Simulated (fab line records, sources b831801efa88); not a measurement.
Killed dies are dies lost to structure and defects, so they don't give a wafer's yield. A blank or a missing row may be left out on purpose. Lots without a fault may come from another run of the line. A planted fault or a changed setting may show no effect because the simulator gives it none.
Which tool did it? | flow gf180mcu | 11 lots, 33 wafers sampled, at 6 steps of a route of 602

WHAT THE GAUGES READ, wafer by wafer
GF_POLY_GATE_OVL_MEAS_11. Usual: POLY_GATE_OVL -4 nm, standard deviation 4.8.
lot  | measured     | on         | POLY_GATE_OVL (nm) | flag
L180 | day 9 07:11  | overlay-02 | -11 -11 -12        |
L182 | day 10 03:28 | overlay-01 | -5 2 -8            |
L184 | day 10 17:19 | overlay-01 | -8 -13 -4          |
L187 | day 11 17:37 | overlay-01 | 3 -4 -1            |
L189 | day 12 00:07 | overlay-02 | -1 -9 -3           |
L191 | day 12 17:44 | overlay-01 | -5 -5 -1           |
L195 | day 14 04:02 | overlay-02 | 3 -6 -1            |
L196 | day 14 11:04 | overlay-02 | -4 3 1             |
L198 | day 14 22:51 | overlay-02 | -2 -12 0           |
L201 | day 15 15:35 | overlay-02 | -4 -1 -3           |
L202 | day 16 00:48 | overlay-02 | -2 -9 3            |

GF_HV_LDD_TW_MEAS_38. Usual: HV_LDD_3_TW 1438, standard deviation 6.
lot  | measured     | on            | HV_LDD_3_TW                   | flag
L180 | day 11 17:17 | film_metro-02 | 1438 1434 1438                |
L182 | day 12 15:37 | film_metro-04 | 1440 1432 1444                |
L184 | day 13 06:26 | film_metro-03 | 1368 1379 1377 1379 1377 1370 | OFF
L187 | day 14 08:44 | film_metro-02 | 1382 1381 1382 1374 1377 1381 | OFF
L189 | day 14 16:56 | film_metro-03 | 1438 1442 1435                |
L191 | day 15 10:08 | film_metro-02 | 1438 1441 1448                |
L195 | day 16 23:38 | film_metro-04 | 1441 1435 1440                |
L196 | day 17 08:20 | film_metro-04 | 1443 1433 1434                |
L198 | day 17 21:37 | film_metro-02 | 1443 1444 1446                |
L201 | day 18 16:35 | film_metro-02 | 1445 1442 1437                |
L202 | day 19 01:44 | film_metro-02 | 1436 1445 1449                |

GF_HV_LDD_RS_MEAS_53: measures by four-point-probe. Usual: HV_LDD_RS 418.1 ohm/sq, standard deviation 0.84.
lot  | measured     | on            | HV_LDD_RS (ohm/sq)                  | flag
L180 | day 12 13:12 | film_metro-04 | 417.1 417.4 417.0                   |
L182 | day 13 12:19 | film_metro-02 | 418.2 418.1 418.6                   |
L184 | day 14 03:33 | film_metro-04 | 428.8 427.1 428.5 428.8 427.5 428.7 | OFF
L187 | day 15 06:18 | film_metro-02 | 429.1 427.5 428.3 429.0 428.0 428.1 | OFF
L189 | day 15 14:39 | film_metro-03 | 419.1 418.6 419.0                   |
L191 | day 16 08:43 | film_metro-02 | 418.3 417.5 418.7                   |
L195 | day 17 23:31 | film_metro-04 | 417.6 418.0 418.0                   |
L196 | day 18 08:28 | film_metro-03 | 417.9 417.9 418.1                   |
L198 | day 18 21:40 | film_metro-03 | 419.7 418.3 419.4                   |
L201 | day 19 18:06 | film_metro-04 | 417.7 418.1 417.1                   |
L202 | day 20 03:03 | film_metro-03 | 419.0 418.6 419.3                   |

WHICH TOOL RAN EACH LOT (tool, then ch and the chambers of the sampled wafers, then the start)
lot  | GF_POLY_GATE_ETCH_12               | GF_HV_LDD_STRIP_22                   | GF_HV_LDD_IMPLANT_34
L180 | rie_diel-03 ch 0,2,3, day 9 07:14  | plasma_asher-04 ch 0,1, day 10 21:46 | implanter-04 ch 0, day 11 16:44
L182 | rie_diel-03 ch 0,2, day 10 03:29   | plasma_asher-01 ch 0,1, day 11 19:05 | implanter-03 ch 0, day 12 15:04
L184 | rie_diel-01 ch 0,1,3, day 10 17:20 | plasma_asher-04 ch 0,1, day 12 09:44 | implanter-03 ch 0, day 13 05:53
L187 | rie_diel-03 ch 0,1,3, day 11 17:38 | plasma_asher-02 ch 0,1, day 13 11:46 | implanter-03 ch 0, day 14 08:13
L189 | rie_diel-01 ch 2,3, day 12 00:08   | plasma_asher-04 ch 0,1, day 13 19:04 | implanter-01 ch 0, day 14 16:23
L191 | rie_diel-03 ch 0,1,3, day 12 17:47 | plasma_asher-01 ch 0,1, day 14 11:43 | implanter-04 ch 0, day 15 09:35
L195 | rie_diel-01 ch 0,1,3, day 14 04:04 | plasma_asher-02 ch 0,1, day 15 23:55 | implanter-03 ch 0, day 16 23:06
L196 | rie_diel-01 ch 2,3, day 14 11:05   | plasma_asher-01 ch 0,1, day 16 08:35 | implanter-03 ch 0, day 17 07:48
L198 | rie_diel-01 ch 0,2,3, day 14 22:53 | plasma_asher-01 ch 0,1, day 16 22:11 | implanter-01 ch 0, day 17 21:04
L201 | rie_diel-02 ch 0,1,3, day 15 15:38 | plasma_asher-01 ch 0,1, day 17 16:06 | implanter-03 ch 0, day 18 16:02
L202 | rie_diel-02 ch 0,2,3, day 16 00:50 | plasma_asher-04 ch 0,1, day 18 01:04 | implanter-03 ch 0, day 19 01:11
- GF_POLY_GATE_ETCH_12: etches BARC in N2/H2.
- GF_HV_LDD_STRIP_22: strips in O2/N2.
- GF_HV_LDD_IMPLANT_34

WHAT THE TOOLS THEMSELVES READ (means of the sampled wafers that have a number; where no wafer has one, the mark that the record gives instead)
GF_POLY_GATE_ETCH_12. Usual: drypump_motor_current_A 5.6 A, standard deviation 0.34; h2_flow_sccm 200.1 sccm, standard deviation 0.6; oes_product_au 0.736 a.u., standard deviation 0.0052; throttle_valve_pct 13.214 %, standard deviation 0.0094.
lot  | tool        | drypump_motor_current_A (A) | h2_flow_sccm (sccm) | oes_product_au (a.u.) | throttle_valve_pct (%) | flag
L180 | rie_diel-03 | 5.7                         | 199.9               | 0.738                 | 13.223                 |
L182 | rie_diel-03 | 5.4                         | 199.8               | 0.732                 | 13.210                 |
L184 | rie_diel-01 | 5.7                         | 200.1               | 0.734                 | 13.213                 |
L187 | rie_diel-03 | 5.7                         | 200.5               | 0.742                 | 13.211                 |
L189 | rie_diel-01 | 5.6                         | 200.4               | 0.734                 | 13.211                 |
L191 | rie_diel-03 | 5.6                         | 199.9               | 0.735                 | 13.212                 |
L195 | rie_diel-01 | 5.7                         | 200.1               | 0.734                 | 13.207                 |
L196 | rie_diel-01 | 5.6                         | 200.4               | 0.739                 | 13.211                 |
L198 | rie_diel-01 | 5.6                         | 200.2               | 0.734                 | 13.223                 |
L201 | rie_diel-02 | 5.5                         | 199.9               | 0.735                 | 13.209                 |
L202 | rie_diel-02 | 5.3                         | 200.2               | 0.733                 | 13.219                 |

GF_HV_LDD_STRIP_22. Usual: drypump_motor_current_A 5.5 A, standard deviation 0.41; heater_power_w 322 W, standard deviation 21; oes_product_au 0.716 a.u., standard deviation 0.0043; platen_temp_c 250.01 C, standard deviation 0.18; strip_time_to_endpoint_s 12.64 s, standard deviation 0.031.
lot  | tool            | drypump_motor_current_A (A) | heater_power_w (W) | oes_product_au (a.u.) | platen_temp_c (C) | strip_time_to_endpoint_s (s) | flag
L180 | plasma_asher-04 | 5.6                         | 331                | 0.713                 | 249.99            | 12.64                        |
L182 | plasma_asher-01 | 5.0                         | 315                | 0.717                 | 249.95            | 12.68                        |
L184 | plasma_asher-04 | 5.7                         | 333                | 0.715                 | 250.08            | 12.62                        |
L187 | plasma_asher-02 | 6.0                         | 317                | 0.717                 | 249.94            | 12.67                        |
L189 | plasma_asher-04 | 5.7                         | 326                | 0.716                 | 250.14            | 12.62                        |
L191 | plasma_asher-01 | 5.0                         | 311                | 0.719                 | 250.03            | 12.70                        |
L195 | plasma_asher-02 | 5.8                         | 340                | 0.714                 | 249.90            | 12.64                        |
L196 | plasma_asher-01 | 5.2                         | 305                | 0.715                 | 250.02            | 12.63                        |
L198 | plasma_asher-01 | 5.2                         | 308                | 0.716                 | 249.86            | 12.62                        |
L201 | plasma_asher-01 | 5.2                         | 303                | 0.715                 | 250.09            | 12.63                        |
L202 | plasma_asher-04 | 5.7                         | 334                | 0.717                 | 250.10            | 12.61                        |

GF_HV_LDD_IMPLANT_34. Usual: dose_ions_cm2 7.5e+12, standard deviation 7.1e+09; faraday_current_uA 42.4, standard deviation 0.82.
lot  | tool         | dose_ions_cm2 | faraday_current_uA | flag
L180 | implanter-04 | 7.5e+12       | 43.2               |
L182 | implanter-03 | 7.5e+12       | 43.0               |
L184 | implanter-03 | 4.1e+12       | 22.9               | OFF
L187 | implanter-03 | 4.1e+12       | 22.9               | OFF
L189 | implanter-01 | 7.5e+12       | 41.2               |
L191 | implanter-04 | 7.5e+12       | 42.5               |
L195 | implanter-03 | 7.5e+12       | 43.1               |
L196 | implanter-03 | 7.5e+12       | 42.6               |
L198 | implanter-01 | 7.5e+12       | 43.8               |
L201 | implanter-03 | 7.5e+12       | 41.9               |
L202 | implanter-03 | 7.5e+12       | 42.1               |

THE ANSWER, worked out from the rows above alone
Rule: a lot is off if the mean of its wafers that have a number lies more than 3 standard deviations from the usual mean. A lot without any number at a reading at which 4 lots or more have one is off too. The other lots that the step has rows for count as sound. The gauges are gone through in route order, then the tools' own readings, and for those a lot's mean is taken as printed above. The first step at which some lot is off is used, and at that step the reading that is off furthest; a lot without a number counts as furthest.
Off: L184, L187, at GF_HV_LDD_TW_MEAS_38 (HV_LDD_3_TW).
A tool fits if, at a process step before that reading, it ran every lot that is off, and no sound lot after the first of them. The gauges at GF_HV_LDD_TW_MEAS_38 aren't tried: what is off there is off at GF_HV_LDD_IMPLANT_34 too, on other tools, and a gauge's error can't cause that. None of those tried fits.

WHAT THE SIMULATOR HAD PUT IN
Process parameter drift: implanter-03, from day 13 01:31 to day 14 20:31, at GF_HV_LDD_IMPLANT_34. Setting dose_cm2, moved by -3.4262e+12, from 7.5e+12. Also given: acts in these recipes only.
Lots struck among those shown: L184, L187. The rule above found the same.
